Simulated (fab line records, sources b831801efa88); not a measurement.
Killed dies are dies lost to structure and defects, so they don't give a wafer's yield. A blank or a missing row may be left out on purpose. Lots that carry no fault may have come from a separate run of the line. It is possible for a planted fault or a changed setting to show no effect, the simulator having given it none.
Which of the tools did it? || flow sky130 || Sampling: 12 lots, 36 wafers, 5 of 708 route steps

## WHAT EACH GAUGE READ, for each wafer
SKY_VT_ADJUST_NCORE_TW_MEAS_11. Usual: VT_ADJUST_NCORE_TW gives 219.8 (standard deviation 1.8).
{"lot": "L402", "measured": "day 8 14:22", "on": "filmMetro-03", "VT_ADJUST_NCORE_TW": "221.3 221.6 222.3", "flag": ""}
{"lot": "L403", "measured": "day 8 22:31", "on": "filmMetro-03", "VT_ADJUST_NCORE_TW": "222.8 222.1 222.3", "flag": ""}
{"lot": "L404", "measured": "day 9 07:49", "on": "filmMetro-02", "VT_ADJUST_NCORE_TW": "217.4 218.1 217.7", "flag": ""}
{"lot": "L407", "measured": "day 10 10:55", "on": "filmMetro-02", "VT_ADJUST_NCORE_TW": "217.5 217.2 218.6", "flag": ""}
{"lot": "L408", "measured": "day 10 11:56", "on": "filmMetro-01", "VT_ADJUST_NCORE_TW": "220.5 220.7 221.2", "flag": ""}
{"lot": "L413", "measured": "day 12 01:10", "on": "filmMetro-03", "VT_ADJUST_NCORE_TW": "220.7 220.4 220.1", "flag": ""}
{"lot": "L414", "measured": "day 12 06:25", "on": "filmMetro-02", "VT_ADJUST_NCORE_TW": "118.7 118.4 117.4", "flag": "OFF"}
{"lot": "L415", "measured": "day 12 13:41", "on": "filmMetro-01", "VT_ADJUST_NCORE_TW": "121.3 120.7 121.7", "flag": "OFF"}
{"lot": "L419", "measured": "day 13 14:17", "on": "filmMetro-01", "VT_ADJUST_NCORE_TW": "222.3 222.0 223.7", "flag": ""}
{"lot": "L421", "measured": "day 14 10:05", "on": "filmMetro-03", "VT_ADJUST_NCORE_TW": "221.1 220.7 221.9", "flag": ""}
{"lot": "L423", "measured": "day 14 20:51", "on": "filmMetro-02", "VT_ADJUST_NCORE_TW": "219.4 218.1 217.7", "flag": ""}
{"lot": "L424", "measured": "day 15 01:32", "on": "filmMetro-02", "VT_ADJUST_NCORE_TW": "216.8 217.4 217.2", "flag": ""}

SKY_SONOS_ONO_THK_MEAS_03. Usual: SONOS_ONO_CVD_02_THK gives 10.57 nm (standard deviation 0.17).
{"lot": "L402", "measured": "day 11 12:39", "on": "filmMetro-02", "SONOS_ONO_CVD_02_THK (nm)": "10.72 10.62 10.72", "flag": ""}
{"lot": "L403", "measured": "day 11 21:55", "on": "filmMetro-02", "SONOS_ONO_CVD_02_THK (nm)": "10.93 10.97 10.91", "flag": ""}
{"lot": "L404", "measured": "day 12 09:06", "on": "filmMetro-02", "SONOS_ONO_CVD_02_THK (nm)": "10.59 10.63 10.65", "flag": ""}
{"lot": "L407", "measured": "day 13 13:58", "on": "filmMetro-02", "SONOS_ONO_CVD_02_THK (nm)": "10.60 10.74 10.50", "flag": ""}
{"lot": "L408", "measured": "day 13 15:34", "on": "filmMetro-02", "SONOS_ONO_CVD_02_THK (nm)": "10.55 10.36 10.39", "flag": ""}
{"lot": "L413", "measured": "day 15 11:43", "on": "filmMetro-03", "SONOS_ONO_CVD_02_THK (nm)": "10.54 10.61 10.57", "flag": ""}
{"lot": "L414", "measured": "day 15 15:58", "on": "filmMetro-01", "SONOS_ONO_CVD_02_THK (nm)": "10.55 10.50 10.53", "flag": ""}
{"lot": "L415", "measured": "day 16 03:17", "on": "filmMetro-01", "SONOS_ONO_CVD_02_THK (nm)": "10.25 10.29 10.47", "flag": ""}
{"lot": "L419", "measured": "day 17 03:16", "on": "filmMetro-03", "SONOS_ONO_CVD_02_THK (nm)": "10.42 10.48 10.68", "flag": ""}
{"lot": "L421", "measured": "day 18 03:20", "on": "filmMetro-02", "SONOS_ONO_CVD_02_THK (nm)": "10.49 10.46 10.59", "flag": ""}
{"lot": "L423", "measured": "day 18 14:02", "on": "filmMetro-02", "SONOS_ONO_CVD_02_THK (nm)": "10.70 10.76 10.80", "flag": ""}
{"lot": "L424", "measured": "day 18 18:50", "on": "filmMetro-02", "SONOS_ONO_CVD_02_THK (nm)": "10.62 10.66 10.56", "flag": ""}

SKY_GATE_OXIDE_THK_MEAS_02. Usual: GATE_OXIDE_OXIDATION_00_THK gives 10.36 nm (standard deviation 0.18).
{"lot": "L402", "measured": "day 12 16:22", "on": "filmMetro-03", "GATE_OXIDE_OXIDATION_00_THK (nm)": "10.41 10.47 10.42", "flag": ""}
{"lot": "L403", "measured": "day 13 02:10", "on": "filmMetro-04", "GATE_OXIDE_OXIDATION_00_THK (nm)": "10.21 10.33 10.52", "flag": ""}
{"lot": "L404", "measured": "day 13 13:12", "on": "filmMetro-04", "GATE_OXIDE_OXIDATION_00_THK (nm)": "9.99 10.32 10.15", "flag": ""}
{"lot": "L407", "measured": "day 14 18:44", "on": "filmMetro-01", "GATE_OXIDE_OXIDATION_00_THK (nm)": "10.51 10.65 10.53", "flag": ""}
{"lot": "L408", "measured": "day 14 20:55", "on": "filmMetro-04", "GATE_OXIDE_OXIDATION_00_THK (nm)": "10.55 10.54 10.51", "flag": ""}
{"lot": "L413", "measured": "day 16 18:34", "on": "filmMetro-04", "GATE_OXIDE_OXIDATION_00_THK (nm)": "10.11 10.20 10.14", "flag": ""}
{"lot": "L414", "measured": "day 16 22:49", "on": "filmMetro-04", "GATE_OXIDE_OXIDATION_00_THK (nm)": "10.27 10.11 10.25", "flag": ""}
{"lot": "L415", "measured": "day 17 12:19", "on": "filmMetro-04", "GATE_OXIDE_OXIDATION_00_THK (nm)": "10.52 10.30 10.44", "flag": ""}
{"lot": "L419", "measured": "day 18 11:50", "on": "filmMetro-03", "GATE_OXIDE_OXIDATION_00_THK (nm)": "10.44 10.37 10.29", "flag": ""}
{"lot": "L421", "measured": "day 19 13:35", "on": "filmMetro-01", "GATE_OXIDE_OXIDATION_00_THK (nm)": "10.58 10.67 10.59", "flag": ""}
{"lot": "L423", "measured": "day 19 23:18", "on": "filmMetro-03", "GATE_OXIDE_OXIDATION_00_THK (nm)": "10.28 10.15 10.32", "flag": ""}
{"lot": "L424", "measured": "day 20 04:57", "on": "filmMetro-01", "GATE_OXIDE_OXIDATION_00_THK (nm)": "10.32 10.36 10.48", "flag": ""}

## EACH LOT AND THE TOOL THAT RAN IT (in order: tool; ch and the chambers of the sampled wafers; start)
{"lot": "L402", "SKY_VT_ADJUST_NCORE_IMPLANT_09": "implanter-01 ch 0, day 8 14:07", "SKY_SONOS_ONO_ETCH_15": "rieDiel-03 ch 0,1,3, day 12 14:25"}
{"lot": "L403", "SKY_VT_ADJUST_NCORE_IMPLANT_09": "implanter-01 ch 0, day 8 22:16", "SKY_SONOS_ONO_ETCH_15": "rieDiel-04 ch 1,2,3, day 12 23:11"}
{"lot": "L404", "SKY_VT_ADJUST_NCORE_IMPLANT_09": "implanter-01 ch 0, day 9 07:35", "SKY_SONOS_ONO_ETCH_15": "rieDiel-03 ch 1,2,3, day 13 11:28"}
{"lot": "L407", "SKY_VT_ADJUST_NCORE_IMPLANT_09": "implanter-01 ch 0, day 10 10:40", "SKY_SONOS_ONO_ETCH_15": "rieDiel-03 ch 1,2,3, day 14 16:59"}
{"lot": "L408", "SKY_VT_ADJUST_NCORE_IMPLANT_09": "implanter-01 ch 0, day 10 11:43", "SKY_SONOS_ONO_ETCH_15": "rieDiel-04 ch 0,1,3, day 14 18:11"}
{"lot": "L413", "SKY_VT_ADJUST_NCORE_IMPLANT_09": "implanter-03 ch 0, day 12 00:55", "SKY_SONOS_ONO_ETCH_15": "rieDiel-04 ch 0,2, day 16 16:07"}
{"lot": "L414", "SKY_VT_ADJUST_NCORE_IMPLANT_09": "implanter-01 ch 0, day 12 06:10", "SKY_SONOS_ONO_ETCH_15": "rieDiel-03 ch 0,1,2, day 16 21:05"}
{"lot": "L415", "SKY_VT_ADJUST_NCORE_IMPLANT_09": "implanter-01 ch 0, day 12 13:26", "SKY_SONOS_ONO_ETCH_15": "rieDiel-02 ch 0,1, day 17 08:55"}
{"lot": "L419", "SKY_VT_ADJUST_NCORE_IMPLANT_09": "implanter-03 ch 0, day 13 14:02", "SKY_SONOS_ONO_ETCH_15": "rieDiel-04 ch 0,3, day 18 09:55"}
{"lot": "L421", "SKY_VT_ADJUST_NCORE_IMPLANT_09": "implanter-02 ch 0, day 14 09:50", "SKY_SONOS_ONO_ETCH_15": "rieDiel-02 ch 1,2, day 19 10:56"}
{"lot": "L423", "SKY_VT_ADJUST_NCORE_IMPLANT_09": "implanter-03 ch 0, day 14 20:38", "SKY_SONOS_ONO_ETCH_15": "rieDiel-03 ch 0,3, day 19 21:08"}
{"lot": "L424", "SKY_VT_ADJUST_NCORE_IMPLANT_09": "implanter-03 ch 0, day 15 01:17", "SKY_SONOS_ONO_ETCH_15": "rieDiel-02 ch 0,2,3, day 20 02:22"}
- SKY_VT_ADJUST_NCORE_IMPLANT_09
- SKY_SONOS_ONO_ETCH_15: etches the open film in CHF3/O2, target depth 19.52 nm, time 7.8 s.

## AS READ BY THE TOOLS THEMSELVES (means over the sampled wafers that have a number; for cases with no such wafer, the mark the record gives instead)
SKY_VT_ADJUST_NCORE_IMPLANT_09. Usual: doseIonsCm2 2.4007e+12, standard deviation 2.7e+09; endStationPressureTorr 4.99e-06 Torr, standard deviation 2.7e-07; faradayCurrentUA 13.5, standard deviation 0.31.
{"lot": "L402", "tool": "implanter-01", "doseIonsCm2": 2.4053e+12, "endStationPressureTorr (Torr)": 4.68e-06, "faradayCurrentUA": 13.5, "flag": ""}
{"lot": "L403", "tool": "implanter-01", "doseIonsCm2": 2.3992e+12, "endStationPressureTorr (Torr)": 5.31e-06, "faradayCurrentUA": 13.5, "flag": ""}
{"lot": "L404", "tool": "implanter-01", "doseIonsCm2": 2.3973e+12, "endStationPressureTorr (Torr)": 5.05e-06, "faradayCurrentUA": 13.2, "flag": ""}
{"lot": "L407", "tool": "implanter-01", "doseIonsCm2": 2.4021e+12, "endStationPressureTorr (Torr)": 4.85e-06, "faradayCurrentUA": 13.8, "flag": ""}
{"lot": "L408", "tool": "implanter-01", "doseIonsCm2": 2.4024e+12, "endStationPressureTorr (Torr)": 4.95e-06, "faradayCurrentUA": 13.3, "flag": ""}
{"lot": "L413", "tool": "implanter-03", "doseIonsCm2": 2.4024e+12, "endStationPressureTorr (Torr)": 4.95e-06, "faradayCurrentUA": 13.5, "flag": ""}
{"lot": "L414", "tool": "implanter-01", "doseIonsCm2": 2.4113e+11, "endStationPressureTorr (Torr)": 5.07e-06, "faradayCurrentUA": 1.3, "flag": "OFF"}
{"lot": "L415", "tool": "implanter-01", "doseIonsCm2": 2.4240e+11, "endStationPressureTorr (Torr)": 5.28e-06, "faradayCurrentUA": 1.3, "flag": "OFF"}
{"lot": "L419", "tool": "implanter-03", "doseIonsCm2": 2.3987e+12, "endStationPressureTorr (Torr)": 4.99e-06, "faradayCurrentUA": 13.3, "flag": ""}
{"lot": "L421", "tool": "implanter-02", "doseIonsCm2": 2.4011e+12, "endStationPressureTorr (Torr)": 4.80e-06, "faradayCurrentUA": 13.8, "flag": ""}
{"lot": "L423", "tool": "implanter-03", "doseIonsCm2": 2.3979e+12, "endStationPressureTorr (Torr)": 4.84e-06, "faradayCurrentUA": 13.5, "flag": ""}
{"lot": "L424", "tool": "implanter-03", "doseIonsCm2": 2.4030e+12, "endStationPressureTorr (Torr)": 4.75e-06, "faradayCurrentUA": 13.7, "flag": ""}

SKY_SONOS_ONO_ETCH_15. Usual: drypumpMotorCurrentA 5.6 A, standard deviation 0.5; oesProductAu 1.007 a.u., standard deviation 0.0095; throttleValvePct 8.827 %, standard deviation 0.0088.
{"lot": "L402", "tool": "rieDiel-03", "drypumpMotorCurrentA (A)": 5.9, "oesProductAu (a.u.)": 1.004, "throttleValvePct (%)": 8.830, "flag": ""}
{"lot": "L403", "tool": "rieDiel-04", "drypumpMotorCurrentA (A)": 6.0, "oesProductAu (a.u.)": 1.010, "throttleValvePct (%)": 8.828, "flag": ""}
{"lot": "L404", "tool": "rieDiel-03", "drypumpMotorCurrentA (A)": 5.6, "oesProductAu (a.u.)": 1.009, "throttleValvePct (%)": 8.820, "flag": ""}
{"lot": "L407", "tool": "rieDiel-03", "drypumpMotorCurrentA (A)": 5.6, "oesProductAu (a.u.)": 1.011, "throttleValvePct (%)": 8.831, "flag": ""}
{"lot": "L408", "tool": "rieDiel-04", "drypumpMotorCurrentA (A)": 5.4, "oesProductAu (a.u.)": 1.009, "throttleValvePct (%)": 8.827, "flag": ""}
{"lot": "L413", "tool": "rieDiel-04", "drypumpMotorCurrentA (A)": 5.4, "oesProductAu (a.u.)": 1.008, "throttleValvePct (%)": 8.822, "flag": ""}
{"lot": "L414", "tool": "rieDiel-03", "drypumpMotorCurrentA (A)": 5.5, "oesProductAu (a.u.)": 1.007, "throttleValvePct (%)": 8.822, "flag": ""}
{"lot": "L415", "tool": "rieDiel-02", "drypumpMotorCurrentA (A)": 5.7, "oesProductAu (a.u.)": 1.004, "throttleValvePct (%)": 8.823, "flag": ""}
{"lot": "L419", "tool": "rieDiel-04", "drypumpMotorCurrentA (A)": 5.5, "oesProductAu (a.u.)": 1.001, "throttleValvePct (%)": 8.830, "flag": ""}
{"lot": "L421", "tool": "rieDiel-02", "drypumpMotorCurrentA (A)": 5.5, "oesProductAu (a.u.)": 1.005, "throttleValvePct (%)": 8.830, "flag": ""}
{"lot": "L423", "tool": "rieDiel-03", "drypumpMotorCurrentA (A)": 5.9, "oesProductAu (a.u.)": 1.007, "throttleValvePct (%)": 8.831, "flag": ""}
{"lot": "L424", "tool": "rieDiel-02", "drypumpMotorCurrentA (A)": 5.5, "oesProductAu (a.u.)": 1.004, "throttleValvePct (%)": 8.825, "flag": ""}

## THE ANSWER, worked out from the rows above alone
Rule: a lot is off if the mean of its wafers that have a number lies more than 3 standard deviations from the usual mean. Also off: a lot with no number at a reading for which 4 or more lots have one. All remaining lots with rows at the step are treated as sound. After the gauges, taken in route order, come the tools' own readings; for these a lot's mean is taken, as printed above. The first step at which some lot is off is used, and at that step the reading that is off furthest; a lot without a number counts as furthest.
Off: at SKY_VT_ADJUST_NCORE_TW_MEAS_11 (VT_ADJUST_NCORE_TW), L414, L415.
If a tool, at a process step before that reading, ran all the lots that are off and no sound lot after the first of them, it fits. Not tried: the gauges at SKY_VT_ADJUST_NCORE_TW_MEAS_11; whatever is off there is also off at SKY_VT_ADJUST_NCORE_IMPLANT_09, on other tools, and gauge error can't account for it. One fits: implanter-01 at SKY_VT_ADJUST_NCORE_IMPLANT_09. Its last sound lot is L408 (day 10 11:43), its first lot that is off L414 (day 12 06:10): a fault that began between those two fits.
The tool's own readings at SKY_VT_ADJUST_NCORE_IMPLANT_09 bear it out: on the lots that are off they differ by more than 5 times the standard deviation of the sound lots' means. doseIonsCm2 reads 2.4176e+11 there against 2.4009e+12 on the sound lots; faradayCurrentUA reads 1.3 there against 13.5 on the sound lots.

## WHAT HAD BEEN PUT IN BY THE SIMULATOR
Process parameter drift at SKY_VT_ADJUST_NCORE_IMPLANT_09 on implanter-01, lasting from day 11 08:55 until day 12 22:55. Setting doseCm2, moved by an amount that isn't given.
Shown lots that were struck: L414, L415. This agrees with what the rule above found.
